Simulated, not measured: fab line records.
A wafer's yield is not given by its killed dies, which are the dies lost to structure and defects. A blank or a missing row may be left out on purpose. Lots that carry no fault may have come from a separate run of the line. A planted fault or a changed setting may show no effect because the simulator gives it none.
The tool behind it: which one? || flow gf180mcu || 14 lots with 41 wafers sampled at 5 steps, on a route of 602 steps

## WHAT THE GAUGES SHOWED, per wafer
GF_VT_IMPLANT_OVL_MEAS_40.
{"lot": "L665", "measured": "day 8 09:47", "on": "overlay-02", "VT_IMPLANT_03_OVL (nm)": "1.7 1.5 -0.3"}
{"lot": "L666", "measured": "day 8 10:05", "on": "overlay-01", "VT_IMPLANT_03_OVL (nm)": "4.1 0.4 1.4"}
{"lot": "L669", "measured": "day 8 18:58", "on": "overlay-01", "VT_IMPLANT_03_OVL (nm)": "2.4 2.0 0.1"}
{"lot": "L668", "measured": "day 8 21:41", "on": "overlay-01", "VT_IMPLANT_03_OVL (nm)": "1.0 -1.8 -0.5"}
{"lot": "L670", "measured": "day 9 07:31", "on": "overlay-01", "VT_IMPLANT_03_OVL (nm)": "0.9 0.8 -1.6"}
{"lot": "L672", "measured": "day 9 16:56", "on": "overlay-02", "VT_IMPLANT_03_OVL (nm)": "0.9 2.2 -1.5"}
{"lot": "L673", "measured": "day 9 23:14", "on": "overlay-02", "VT_IMPLANT_03_OVL (nm)": "2.8 1.0 3.2"}
{"lot": "L674", "measured": "day 10 09:17", "on": "overlay-02", "VT_IMPLANT_03_OVL (nm)": "-1.3 1.5 1.0"}
{"lot": "L676", "measured": "day 10 20:52", "on": "overlay-02", "VT_IMPLANT_03_OVL (nm)": "0.2 -0.2 -0.2"}
{"lot": "L677", "measured": "day 11 05:03", "on": "overlay-02", "VT_IMPLANT_03_OVL (nm)": "2.0 0.3"}
{"lot": "L678", "measured": "day 11 09:57", "on": "overlay-02", "VT_IMPLANT_03_OVL (nm)": "0.5 0.6 1.7"}
{"lot": "L685", "measured": "day 13 14:51", "on": "overlay-01", "VT_IMPLANT_03_OVL (nm)": "2.7 1.3 2.0"}
{"lot": "L686", "measured": "day 13 15:58", "on": "overlay-02", "VT_IMPLANT_03_OVL (nm)": "1.0 -1.7 0.3"}
{"lot": "L687", "measured": "day 13 23:47", "on": "overlay-01", "VT_IMPLANT_03_OVL (nm)": "1.2 1.3 2.7"}

GF_HV_LDD_OVL_MEAS_20.
{"lot": "L665", "measured": "day 11 15:35", "on": "overlay-02", "HV_LDD_01_OVL (nm)": "0.3 0.5 1.2"}
{"lot": "L666", "measured": "day 11 15:58", "on": "overlay-02", "HV_LDD_01_OVL (nm)": "2.5 1.3 1.2"}
{"lot": "L669", "measured": "day 12 03:26", "on": "overlay-02", "HV_LDD_01_OVL (nm)": "1.0 1.0 0.1"}
{"lot": "L668", "measured": "day 12 07:28", "on": "overlay-01", "HV_LDD_01_OVL (nm)": "2.6 2.2 1.2"}
{"lot": "L670", "measured": "day 12 18:20", "on": "overlay-01", "HV_LDD_01_OVL (nm)": "0.5 1.6 1.6"}
{"lot": "L672", "measured": "day 13 06:56", "on": "overlay-01", "HV_LDD_01_OVL (nm)": "-2.7 0.0 -1.2"}
{"lot": "L673", "measured": "day 13 11:14", "on": "overlay-01", "HV_LDD_01_OVL (nm)": "-2.6 0.4 -0.9"}
{"lot": "L674", "measured": "day 13 23:49", "on": "overlay-02", "HV_LDD_01_OVL (nm)": "0.1 -0.5 -0.3"}
{"lot": "L676", "measured": "day 14 14:56", "on": "overlay-02", "HV_LDD_01_OVL (nm)": "2.5 3.1 2.4"}
{"lot": "L677", "measured": "day 14 20:50", "on": "overlay-02", "HV_LDD_01_OVL (nm)": "-0.3 -1.2"}
{"lot": "L678", "measured": "day 15 03:49", "on": "overlay-01", "HV_LDD_01_OVL (nm)": "1.0 1.3 0.8"}
{"lot": "L685", "measured": "day 17 12:52", "on": "overlay-02", "HV_LDD_01_OVL (nm)": "1.5 1.6 1.0"}
{"lot": "L686", "measured": "day 17 15:49", "on": "overlay-02", "HV_LDD_01_OVL (nm)": "1.4 2.9 0.4"}
{"lot": "L687", "measured": "day 18 01:43", "on": "overlay-02", "HV_LDD_01_OVL (nm)": "1.1 1.1 1.2"}

GF_HV_LDD_RS_MEAS_53: a four-point-probe measurement.
{"lot": "L665", "measured": "day 13 08:18", "on": "film metro-02", "HV_LDD_RS (ohm/sq)": "418.4 417.4 417.4"}
{"lot": "L666", "measured": "day 13 08:53", "on": "film metro-02", "HV_LDD_RS (ohm/sq)": "418.8 417.1 418.4"}
{"lot": "L669", "measured": "day 13 20:24", "on": "film metro-03", "HV_LDD_RS (ohm/sq)": "418.7 419.9 419.9"}
{"lot": "L668", "measured": "day 14 01:23", "on": "film metro-03", "HV_LDD_RS (ohm/sq)": "418.5 417.5 418.0"}
{"lot": "L670", "measured": "day 14 12:17", "on": "film metro-02", "HV_LDD_RS (ohm/sq)": "417.8 416.9 418.3"}
{"lot": "L672", "measured": "day 15 01:27", "on": "film metro-03", "HV_LDD_RS (ohm/sq)": "417.6 417.9 418.0"}
{"lot": "L673", "measured": "day 15 06:09", "on": "film metro-03", "HV_LDD_RS (ohm/sq)": "419.7 418.2 418.2"}
{"lot": "L674", "measured": "day 15 19:09", "on": "film metro-02", "HV_LDD_RS (ohm/sq)": "418.2 418.9 418.9"}
{"lot": "L676", "measured": "day 16 10:58", "on": "film metro-03", "HV_LDD_RS (ohm/sq)": "417.4 424.3 424.4"}
{"lot": "L677", "measured": "day 16 17:50", "on": "film metro-03", "HV_LDD_RS (ohm/sq)": "424.7 423.9"}
{"lot": "L678", "measured": "day 17 00:44", "on": "film metro-04", "HV_LDD_RS (ohm/sq)": "418.5 417.5 418.5"}
{"lot": "L685", "measured": "day 19 14:47", "on": "film metro-04", "HV_LDD_RS (ohm/sq)": "418.5 417.2 418.0"}
{"lot": "L686", "measured": "day 19 17:30", "on": "film metro-04", "HV_LDD_RS (ohm/sq)": "418.6 418.0 418.0"}
{"lot": "L687", "measured": "day 20 03:20", "on": "film metro-03", "HV_LDD_RS (ohm/sq)": "418.9 419.0 418.6"}

GF_NSD_OVL_MEAS_08.
{"lot": "L665", "measured": "day 14 08:20", "on": "overlay-01", "NSD_OVL (nm)": "-1.9 -1.5 -3.0"}
{"lot": "L666", "measured": "day 14 10:42", "on": "overlay-02", "NSD_OVL (nm)": "0.3 -1.0 -0.1"}
{"lot": "L669", "measured": "day 14 20:32", "on": "overlay-01", "NSD_OVL (nm)": "-1.2 -1.3 -1.2"}
{"lot": "L668", "measured": "day 15 00:50", "on": "overlay-01", "NSD_OVL (nm)": "-2.4 -1.4 -3.5"}
{"lot": "L670", "measured": "day 15 11:35", "on": "overlay-01", "NSD_OVL (nm)": "-0.4 -0.3 0.2"}
{"lot": "L672", "measured": "day 16 02:10", "on": "overlay-01", "NSD_OVL (nm)": "-3.2 -2.0 -2.2"}
{"lot": "L673", "measured": "day 16 06:28", "on": "overlay-01", "NSD_OVL (nm)": "-2.0 -2.7 -2.1"}
{"lot": "L674", "measured": "day 16 20:13", "on": "overlay-01", "NSD_OVL (nm)": "-0.7 -1.0 0.1"}
{"lot": "L676", "measured": "day 17 11:59", "on": "overlay-02", "NSD_OVL (nm)": "-0.4 -0.2 -2.1"}
{"lot": "L677", "measured": "day 17 19:26", "on": "overlay-02", "NSD_OVL (nm)": "-2.6 -1.3"}
{"lot": "L678", "measured": "day 18 02:12", "on": "overlay-02", "NSD_OVL (nm)": "-2.0 -2.3 1.9"}
{"lot": "L685", "measured": "day 20 16:57", "on": "overlay-02", "NSD_OVL (nm)": "0.8 -0.7 2.1"}
{"lot": "L686", "measured": "day 20 20:40", "on": "overlay-02", "NSD_OVL (nm)": "1.6 0.7 1.8"}
{"lot": "L687", "measured": "day 21 05:46", "on": "overlay-02", "NSD_OVL (nm)": "-0.6 -1.9 0.1"}

## WHICH TOOL RAN EACH LOT (tool, then ch and the chambers of the sampled wafers, then the start)
{"lot": "L665", "GF_HV_LDD_IMPLANT_36": "implanter-01 ch 0, day 12 11:38"}
{"lot": "L666", "GF_HV_LDD_IMPLANT_36": "implanter-02 ch 0, day 12 12:15"}
{"lot": "L669", "GF_HV_LDD_IMPLANT_36": "implanter-04 ch 0, day 12 23:44"}
{"lot": "L668", "GF_HV_LDD_IMPLANT_36": "implanter-01 ch 0, day 13 04:10"}
{"lot": "L670", "GF_HV_LDD_IMPLANT_36": "implanter-02 ch 0, day 13 14:52"}
{"lot": "L672", "GF_HV_LDD_IMPLANT_36": "implanter-04 ch 0, day 14 03:53"}
{"lot": "L673", "GF_HV_LDD_IMPLANT_36": "implanter-02 ch 0, day 14 08:14"}
{"lot": "L674", "GF_HV_LDD_IMPLANT_36": "implanter-02 ch 0, day 14 21:08"}
{"lot": "L676", "GF_HV_LDD_IMPLANT_36": "implanter-02 ch 0, day 15 12:19"}
{"lot": "L677", "GF_HV_LDD_IMPLANT_36": "implanter-02 ch 0, day 15 19:11"}
{"lot": "L678", "GF_HV_LDD_IMPLANT_36": "implanter-04 ch 0, day 16 02:21"}
{"lot": "L685", "GF_HV_LDD_IMPLANT_36": "implanter-01 ch 0, day 18 13:19"}
{"lot": "L686", "GF_HV_LDD_IMPLANT_36": "implanter-01 ch 0, day 18 16:23"}
{"lot": "L687", "GF_HV_LDD_IMPLANT_36": "implanter-04 ch 0, day 19 02:18"}
- GF_HV_LDD_IMPLANT_36

## AS READ BY THE TOOLS THEMSELVES (means over the sampled wafers that have a number; for cases with no such wafer, the mark the record gives instead)
The record holds no such reading with a usual standard deviation.

## THE ANSWER, worked out from the rows above alone
Rule: usual is defined by the lots themselves. Put in order of their means at a reading, lots are off if they are a third of the lots or fewer, leave a main group of 4 or more, and stand apart from it by a gap of 3 or more times the standard deviation of the main group's means; of several such gaps the widest counts. A main group is skipped when, at the precision printed for the reading in the tables above, its means are all equal. A lot without any number at a reading at which 4 lots or more have one is off too. All remaining lots with rows at the step are treated as sound. The gauges are gone through in route order, then the tools' own readings, and for those a lot's mean is taken as printed above. The first step at which some lot is off is used, and at that step the reading that is off furthest; a lot without a number counts as furthest.
Off: L676, L677, seen at GF_HV_LDD_RS_MEAS_53 (HV_LDD_RS). Main group: mean 418.3 ohm/sq, sd 0.52.
A tool fits if, at a process step before that reading, it ran every lot that is off, and no sound lot after the first of them. The gauges at GF_HV_LDD_RS_MEAS_53 are tried like those tools. One fits: GF_HV_LDD_IMPLANT_36 on implanter-02. A fault onset in the window from L674 (day 14 21:08, its last sound lot) to L676 (day 15 12:19, its first lot off) fits.

## WHAT THE SIMULATOR HAD PUT IN
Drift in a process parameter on implanter-02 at GF_HV_LDD_IMPLANT_36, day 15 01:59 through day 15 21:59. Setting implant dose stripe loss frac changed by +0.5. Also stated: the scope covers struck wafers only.
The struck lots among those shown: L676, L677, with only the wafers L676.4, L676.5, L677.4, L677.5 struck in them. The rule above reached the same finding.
